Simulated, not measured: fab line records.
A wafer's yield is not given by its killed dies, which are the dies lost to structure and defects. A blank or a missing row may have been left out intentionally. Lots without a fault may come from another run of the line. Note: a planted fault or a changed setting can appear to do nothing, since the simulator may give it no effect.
The tool behind it: which one? | flow gf180mcu | 72 wafers from 24 lots sampled at 5 of the route's 602 steps

WHAT THE GAUGES SHOWED, per wafer
GF_V1_RS_MEAS_24: uses a four-point probe to measure. Usual: for V1_W_RS the level is 0.329 ohm/sq and the standard deviation is 0.0038.
lot  | measured     | on           | V1_W_RS (ohm/sq)  | flag
L074 | day 18 02:51 | filmMetro-04 | 0.328 0.327 0.328 | 
L075 | day 18 11:50 | filmMetro-03 | 0.330 0.333 0.328 | 
L076 | day 18 23:41 | filmMetro-02 | 0.326 0.329 0.328 | 
L077 | day 19 10:36 | filmMetro-04 | 0.327 0.324 0.333 | 
L078 | day 19 20:14 | filmMetro-04 | 0.327 0.334 0.329 | 
L079 | day 20 06:02 | filmMetro-02 | 0.328 0.328 0.328 | 
L080 | day 20 08:56 | filmMetro-02 | 0.320 0.326 0.328 | 
L081 | day 21 03:25 | filmMetro-02 | 0.333 0.329 0.330 | 
L082 | day 21 03:46 | filmMetro-03 | 0.326 0.328 0.329 | 
L083 | day 21 18:56 | filmMetro-04 | 0.328 0.334 0.334 | 
L084 | day 22 01:26 | filmMetro-04 | 0.326 0.322 0.328 | 
L085 | day 22 15:20 | filmMetro-02 | 0.338 0.337 0.336 | 
L086 | day 22 18:28 | filmMetro-04 | 0.331 0.328 0.330 | 
L087 | day 23 00:19 | filmMetro-02 | 0.324 0.326 0.328 | 
L088 | day 23 11:10 | filmMetro-02 | 0.331 0.329 0.335 | 
L089 | day 23 16:22 | filmMetro-02 | 0.330 0.325 0.327 | 
L090 | day 23 21:56 | filmMetro-04 | 0.334 0.325 0.331 | 
L091 | day 24 07:52 | filmMetro-03 | 0.327 0.326 0.327 | 
L092 | day 24 15:13 | filmMetro-03 | 0.335 0.332 0.335 | 
L093 | day 25 00:10 | filmMetro-03 | 0.325 0.327 0.321 | 
L094 | day 25 09:16 | filmMetro-03 | 0.325 0.320 0.324 | 
L095 | day 25 15:35 | filmMetro-02 | 0.330 0.325 0.332 | 
L096 | day 25 18:58 | filmMetro-02 | 0.333 0.330 0.331 | 
L097 | day 26 09:32 | filmMetro-04 | 0.322 0.327 0.323 | 

GF_V2_RS_MEAS_24: uses a four-point probe to measure. Usual: for V2_W_RS the level is 0.326 ohm/sq and the standard deviation is 0.0042.
lot  | measured     | on           | V2_W_RS (ohm/sq)  | flag
L074 | day 20 07:14 | filmMetro-02 | 0.322 0.322 0.325 | 
L075 | day 20 16:07 | filmMetro-02 | 0.323 0.323 0.325 | 
L076 | day 21 03:55 | filmMetro-02 | 0.322 0.324 0.325 | 
L077 | day 21 14:19 | filmMetro-01 | 0.323 0.332 0.326 | 
L078 | day 21 23:19 | filmMetro-01 | 0.322 0.317 0.325 | 
L079 | day 22 09:30 | filmMetro-04 | 0.328 0.321 0.331 | 
L080 | day 22 11:29 | filmMetro-01 | 0.327 0.333 0.328 | 
L081 | day 23 04:49 | filmMetro-02 | 0.328 0.330 0.325 | 
L082 | day 23 05:28 | filmMetro-01 | 0.330 0.320 0.322 | 
L083 | day 23 20:02 | filmMetro-02 | 0.325 0.327 0.321 | 
L084 | day 24 01:28 | filmMetro-02 | 0.327 0.330 0.333 | 
L085 | day 24 15:32 | filmMetro-02 | 0.324 0.325 0.331 | 
L086 | day 24 18:10 | filmMetro-04 | 0.318 0.324 0.322 | 
L087 | day 24 23:51 | filmMetro-04 | 0.333 0.326 0.322 | 
L088 | day 25 10:28 | filmMetro-04 | 0.322 0.323 0.319 | 
L089 | day 25 14:54 | filmMetro-02 | 0.326 0.332 0.325 | 
L090 | day 25 19:36 | filmMetro-04 | 0.332 0.329 0.329 | 
L091 | day 26 06:04 | filmMetro-04 | 0.324 0.322 0.323 | 
L092 | day 26 12:13 | filmMetro-02 | 0.325 0.325 0.332 | 
L093 | day 26 21:10 | filmMetro-01 | 0.324 0.320 0.321 | 
L094 | day 27 06:10 | filmMetro-04 | 0.321 0.319 0.319 | 
L095 | day 27 12:02 | filmMetro-02 | 0.323 0.322 0.324 | 
L096 | day 27 15:05 | filmMetro-02 | 0.326 0.328 0.331 | 
L097 | day 28 04:54 | filmMetro-01 | 0.325 0.324 0.325 | 

GF_M3_CD_MEAS_14 targets a cd of 280 nm. Usual: cdNm 279.7 nm, standard deviation 1.4.
lot  | measured     | on       | cdNm (nm)         | flag
L074 | day 21 08:08 | cdSem-01 | 280.6 282.6 280.7 | 
L075 | day 21 16:17 | cdSem-01 | 276.5 276.6 277.1 | 
L076 | day 22 04:32 | cdSem-02 | 279.8 281.1 280.8 | 
L077 | day 22 14:55 | cdSem-02 | 279.0 279.9 279.5 | 
L078 | day 22 22:55 | cdSem-02 | 280.1 279.2 279.3 | 
L079 | day 23 08:31 | cdSem-02 | 281.6 281.9 282.5 | 
L080 | day 23 10:34 | cdSem-02 | 280.7 280.7 280.5 | 
L081 | day 24 04:04 | cdSem-01 | 281.0 280.8 282.5 | 
L082 | day 24 04:35 | cdSem-01 | 279.0 278.4 278.7 | 
L083 | day 24 18:16 | cdSem-01 | 279.6 279.1 279.1 | 
L084 | day 25 00:01 | cdSem-02 | 279.1 281.1 278.6 | 
L085 | day 25 13:11 | cdSem-02 | 277.7 278.8 278.0 | 
L086 | day 25 16:11 | cdSem-02 | 279.7 278.6 279.6 | 
L087 | day 25 21:49 | cdSem-01 | 280.8 280.4 279.6 | 
L088 | day 26 07:47 | cdSem-02 | 277.7 278.4 278.6 | 
L089 | day 26 12:14 | cdSem-01 | 279.8 278.7 279.9 | 
L090 | day 26 16:55 | cdSem-02 | 281.1 280.5 280.7 | 
L091 | day 27 03:38 | cdSem-02 | 279.8 278.5 280.0 | 
L092 | day 27 09:43 | cdSem-01 | 279.1 280.7 280.3 | 
L093 | day 27 17:37 | cdSem-01 | 279.5 279.7 280.0 | 
L094 | day 28 02:41 | cdSem-02 | 279.4 280.3 280.3 | 
L095 | day 28 08:46 | cdSem-02 | 279.3 279.5 279.8 | 
L096 | day 28 11:13 | cdSem-02 | 281.8 281.0 280.1 | 
L097 | day 29 00:56 | cdSem-02 | 279.2 278.5 278.5 | 

GF_V3_RS_MEAS_24: uses a four-point probe to measure. Usual: for V3_W_RS the level is 0.324 ohm/sq and the standard deviation is 0.0033.
lot  | measured     | on           | V3_W_RS (ohm/sq)  | flag
L074 | day 22 10:11 | filmMetro-04 | 0.319 0.319 0.321 | 
L075 | day 22 18:20 | filmMetro-03 | 0.320 0.322 0.326 | 
L076 | day 23 06:38 | filmMetro-02 | 0.325 0.324 0.323 | 
L077 | day 23 16:31 | filmMetro-03 | 0.326 0.325 0.326 | 
L078 | day 23 23:10 | filmMetro-02 | 0.324 0.322 0.322 | 
L079 | day 24 09:12 | filmMetro-04 | 0.328 0.327 0.324 | 
L080 | day 24 11:08 | filmMetro-04 | 0.321 0.323 0.327 | 
L081 | day 25 03:15 | filmMetro-03 | 0.320 0.323 0.322 | 
L082 | day 25 04:46 | filmMetro-02 | 0.327 0.322 0.324 | 
L083 | day 25 17:37 | filmMetro-04 | 0.319 0.319 0.317 | 
L084 | day 25 23:48 | filmMetro-03 | 0.324 0.327 0.324 | 
L085 | day 26 12:55 | filmMetro-04 | 0.320 0.316 0.319 | 
L086 | day 26 16:14 | filmMetro-02 | 0.325 0.327 0.327 | 
L087 | day 26 20:56 | filmMetro-04 | 0.321 0.325 0.319 | 
L088 | day 27 06:52 | filmMetro-04 | 0.324 0.327 0.320 | 
L089 | day 27 11:58 | filmMetro-03 | 0.326 0.329 0.328 | 
L090 | day 27 16:14 | filmMetro-02 | 0.324 0.328 0.326 | 
L091 | day 28 02:17 | filmMetro-04 | 0.321 0.323 0.323 | 
L092 | day 28 08:28 | filmMetro-03 | 0.324 0.329 0.322 | 
L093 | day 28 15:43 | filmMetro-03 | 0.322 0.326 0.323 | 
L094 | day 29 00:52 | filmMetro-02 | 0.328 0.331 0.329 | 
L095 | day 29 06:19 | filmMetro-03 | 0.325 0.328 0.324 | 
L096 | day 29 08:39 | filmMetro-04 | 0.320 0.324 0.321 | 
L097 | day 29 22:40 | filmMetro-03 | 0.317 0.317 0.320 | 

WHICH TOOL RAN EACH LOT (tool, then ch and the chambers of the sampled wafers, then the start)
lot  | GF_M3_SPUTTER_02
L074 | pvdSputter-02, day 20 07:49
L075 | pvdSputter-04, day 20 16:42
L076 | pvdSputter-04, day 21 04:41
L077 | pvdSputter-01, day 21 14:58
L078 | pvdSputter-01, day 21 23:53
L079 | pvdSputter-02, day 22 10:07
L080 | pvdSputter-04, day 22 12:04
L081 | pvdSputter-02, day 23 05:26
L082 | pvdSputter-01, day 23 06:05
L083 | pvdSputter-02, day 23 20:37
L084 | pvdSputter-01, day 24 02:04
L085 | pvdSputter-04, day 24 16:07
L086 | pvdSputter-02, day 24 18:47
L087 | pvdSputter-04, day 25 00:26
L088 | pvdSputter-02, day 25 11:05
L089 | pvdSputter-01, day 25 15:29
L090 | pvdSputter-04, day 25 20:10
L091 | pvdSputter-02, day 26 06:39
L092 | pvdSputter-02, day 26 12:50
L093 | pvdSputter-02, day 26 21:46
L094 | pvdSputter-02, day 27 06:46
L095 | pvdSputter-04, day 27 12:38
L096 | pvdSputter-02, day 27 15:39
L097 | pvdSputter-02, day 28 05:31
- GF_M3_SPUTTER_02: material AlCu, target thk 450 nm, time 23.9 s.

WHAT THE TOOLS THEMSELVES READ (means of the sampled wafers that have a number; where no wafer has one, the mark that the record gives instead)
GF_M3_SPUTTER_02. Usual: cathodeDcPowerW 10600 W, standard deviation 1.9; throttleValvePct 30.0 %, standard deviation 0.87.
lot  | tool          | cathodeDcPowerW (W) | throttleValvePct (%) | flag
L074 | pvdSputter-02 | 10601               | 29.7                 | 
L075 | pvdSputter-04 | 10599               | 28.6                 | 
L076 | pvdSputter-04 | 10598               | 30.5                 | 
L077 | pvdSputter-01 | 10601               | 30.9                 | 
L078 | pvdSputter-01 | 10600               | 30.0                 | 
L079 | pvdSputter-02 | 10599               | 29.4                 | 
L080 | pvdSputter-04 | 10598               | 30.0                 | 
L081 | pvdSputter-02 | 10600               | 29.8                 | 
L082 | pvdSputter-01 | 10600               | 30.4                 | 
L083 | pvdSputter-02 | 10600               | 29.8                 | 
L084 | pvdSputter-01 | 10598               | 29.7                 | 
L085 | pvdSputter-04 | 10600               | 29.6                 | 
L086 | pvdSputter-02 | 10600               | 30.2                 | 
L087 | pvdSputter-04 | 10600               | 29.2                 | 
L088 | pvdSputter-02 | 10601               | 29.8                 | 
L089 | pvdSputter-01 | 10601               | 30.3                 | 
L090 | pvdSputter-04 | 10598               | 30.4                 | 
L091 | pvdSputter-02 | 10601               | 30.0                 | 
L092 | pvdSputter-02 | 10602               | 29.9                 | 
L093 | pvdSputter-02 | 10600               | 29.9                 | 
L094 | pvdSputter-02 | 10602               | 30.2                 | 
L095 | pvdSputter-04 | 10600               | 30.2                 | 
L096 | pvdSputter-02 | 10597               | 29.8                 | 
L097 | pvdSputter-02 | 10599               | 29.8                 | 

THE ANSWER, worked out from the rows above alone
Rule: a lot is off if the mean of its wafers that have a number lies more than 3 standard deviations from the usual mean. Also off: a lot with no number at a reading for which 4 or more lots have one. Any other lot the step has rows for is counted as sound. The gauges are gone through in route order, then the tools' own readings, and for those a lot's mean is taken as printed above. At the first step where some lot is off, the reading lying furthest off is the one used; lots without a number count as furthest.
Nothing can be told from this: no lot is off at any reading shown.

WHAT THE SIMULATOR PUT IN
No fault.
